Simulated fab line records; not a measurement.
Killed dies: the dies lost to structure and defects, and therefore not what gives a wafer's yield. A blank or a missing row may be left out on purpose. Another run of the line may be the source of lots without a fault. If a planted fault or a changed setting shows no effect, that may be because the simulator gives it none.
One fault seen from 2 desks    flow gf180mcu    what lay behind the numbers comes last; until then each desk has only its own

== TOOL OWNER'S DESK, ilineStepper-02 ==
The tool's own readings at GF_DUAL_GATE_EXPOSE_08 (exposes mask Dualgate, target cd 700 nm): means of the sampled wafers that have a number, for each lot that ran on this tool. If a lot's mean is further than 4 standard deviations from the usual mean, the lot is out of limits and carries the mark OUT (the distance appears in the brackets).
Columns: A = stageVelMmS at GF_DUAL_GATE_EXPOSE_08, usual 500.05 mm/s
lot   first seen here  A
L191  day 9 21:44      499.78
L197  day 11 13:51     499.89
L199  day 12 08:15     499.97
This desk's finding: nothing out of limits on any of the 3 lots.

== THE METROLOGY DESK ==
Lot by lot, what the gauges showed, no matter which tool ran the lot: averages of those sampled wafers that carry a number. If a lot's mean is further than 4 standard deviations from the usual mean, the lot is out of limits and carries the mark OUT (the distance appears in the brackets).
Columns: A = VT_IMPLANT_2_TW at GF_VT_IMPLANT_TW_MEAS_21, usual 1207; B = VT_IMPLANT_03_OVL at GF_VT_IMPLANT_OVL_MEAS_40, usual -0.4 nm; C = DUAL_GATE_OVL at GF_DUAL_GATE_OVL_MEAS_11, usual -0.4 nm
lot   first seen here  A     B     C
L184  day 6 06:27      1209  -0.4  -0.6
L185  day 6 09:31      1210  -1.0  -2.2
L187  day 7 01:15      1205  -1.0  -1.0
L188  day 7 05:01      1208  -1.1  0.6
L191  day 8 00:01      1205  -1.4  -0.3
L196  day 9 10:09      1212  2.3   1.1
L197  day 9 13:54      1208  -0.3  4.0
L198  day 9 22:44      1209  -0.8  -2.7
L199  day 10 08:20     1216  -0.4  5.1
L201  day 10 19:45     1207  -3.3  -1.6
L202  day 10 23:32     1217  0.6   -2.5
L204  day 11 10:30     1222  0.9   0.8
L205  day 11 19:24     1197  -1.3  0.8
This desk's finding: nothing out of limits on any of the 13 lots.

== ALL TOGETHER ==
The tool owner's desk saw nothing out of limits.
At the metrology desk, nothing out of limits was observed.

== WHAT THE SIMULATOR HAD PUT IN ==
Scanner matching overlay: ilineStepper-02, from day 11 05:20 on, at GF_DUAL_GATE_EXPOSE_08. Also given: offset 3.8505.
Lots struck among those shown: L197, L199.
